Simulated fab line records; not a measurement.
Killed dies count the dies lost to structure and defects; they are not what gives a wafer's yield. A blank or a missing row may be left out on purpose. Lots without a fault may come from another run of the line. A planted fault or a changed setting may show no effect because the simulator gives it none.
Chamber matching / flow gf180mcu / GF_PASSIVATION_ETCH_11 on rieDiel-02 has 4 sister chambers
The step etches the open film in CF4/O2, stops on TiN, target depth 2040 nm, time 453.3 s. 4 wafers are shown with their chamber, then 7 later ones without.

== EACH WAFER AND ITS CHAMBER ==
wafer=L084.6; chamber=3; drypumpMotorCurrentA (A)=5.5
wafer=L090.2; chamber=1; drypumpMotorCurrentA (A)=6.0
wafer=L092.2; chamber=0; drypumpMotorCurrentA (A)=5.5
wafer=L092.3; chamber=2; drypumpMotorCurrentA (A)=5.7

== WAFERS WITH NO CHAMBER GIVEN ==
wafer=L092.6; drypumpMotorCurrentA (A)=5.8
wafer=L095.1; drypumpMotorCurrentA (A)=5.4
wafer=L095.3; drypumpMotorCurrentA (A)=5.8
wafer=L095.5; drypumpMotorCurrentA (A)=5.5
wafer=L096.2; drypumpMotorCurrentA (A)=5.4
wafer=L096.3; drypumpMotorCurrentA (A)=5.8
wafer=L096.6; drypumpMotorCurrentA (A)=5.4

== EACH ONE'S CHAMBER ==
wafer=L092.6; from the rows above=can't be placed: 2 or 1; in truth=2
wafer=L095.1; from the rows above=can't be placed: 0 or 3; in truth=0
wafer=L095.3; from the rows above=can't be placed: 2 or 1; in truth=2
wafer=L095.5; from the rows above=can't be placed: 0 or 3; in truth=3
wafer=L096.2; from the rows above=can't be placed: 0 or 3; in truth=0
wafer=L096.3; from the rows above=can't be placed: 2 or 1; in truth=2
wafer=L096.6; from the rows above=can't be placed: 0 or 3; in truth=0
Correctly placed: 0 of 7. Unplaceable from these rows: 7, with the true chamber sitting among the candidates in 7. 0 placed wrongly.
How it was worked out, from the rows above alone: a wafer's distance from a chamber is the root of the sum, over the readings, of the square of ((its reading less the chamber's mean) divided by the reading's scatter). If the next closest chamber is less than 2 further off than the closest, the wafer can't be placed; otherwise it belongs to the closest. Each chamber's mean is taken over the wafers shown for it. The scatter (one wafer shown for each chamber): square how far every hidden wafer sits from the nearest shown wafer, average those squares and take the square root.
